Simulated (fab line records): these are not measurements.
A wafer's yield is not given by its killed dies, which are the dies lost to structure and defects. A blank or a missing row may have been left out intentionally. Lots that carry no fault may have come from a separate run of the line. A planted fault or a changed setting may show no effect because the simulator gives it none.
Chamber matching	flow gf180mcu	rie-diel-03 running GF_V1_ETCH_16: 4 sister chambers
The step etches BARC in N2/H2. 4 wafers are shown with their chamber, then 12 later ones without.

## WAFERS PAIRED WITH THEIR CHAMBERS
wafer	chamber	drypump-motor-current-A (A)
L087.6	1	5.8
L089.1	0	5.4
L089.3	2	5.4
L089.6	3	6.1

## WAFERS MISSING THEIR CHAMBER
wafer	drypump-motor-current-A (A)
L092.2	5.4
L092.3	6.1
L092.5	5.4
L093.3	5.4
L093.5	6.2
L093.6	5.4
L094.2	5.8
L094.4	5.5
L094.6	5.8
L097.1	5.8
L097.2	5.4
L097.4	5.4

## CHAMBER TAKEN BY EACH
wafer	from the rows above	in truth
L092.2	can't be placed: 0 or 2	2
L092.3	3	3
L092.5	can't be placed: 0 or 2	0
L093.3	can't be placed: 0 or 2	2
L093.5	3	3
L093.6	can't be placed: 0 or 2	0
L094.2	1	1
L094.4	can't be placed: 0 or 2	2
L094.6	1	1
L097.1	1	1
L097.2	can't be placed: 0 or 2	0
L097.4	can't be placed: 0 or 2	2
Correct placement for 5 of the 12. Can't be placed from these rows: 7 (the true chamber is among the candidates in 7). 0 placed wrongly.
How it was worked out, from the rows above alone: a wafer's distance from a chamber is the root of the sum, over the readings, of the square of ((its reading less the chamber's mean) divided by the reading's scatter). If the next closest chamber is less than 2 further off than the closest, the wafer can't be placed; otherwise it belongs to the closest. Each chamber's mean is taken over the wafers shown for it. The scatter (one wafer shown for each chamber): square how far every hidden wafer sits from the nearest shown wafer, average those squares and take the square root.
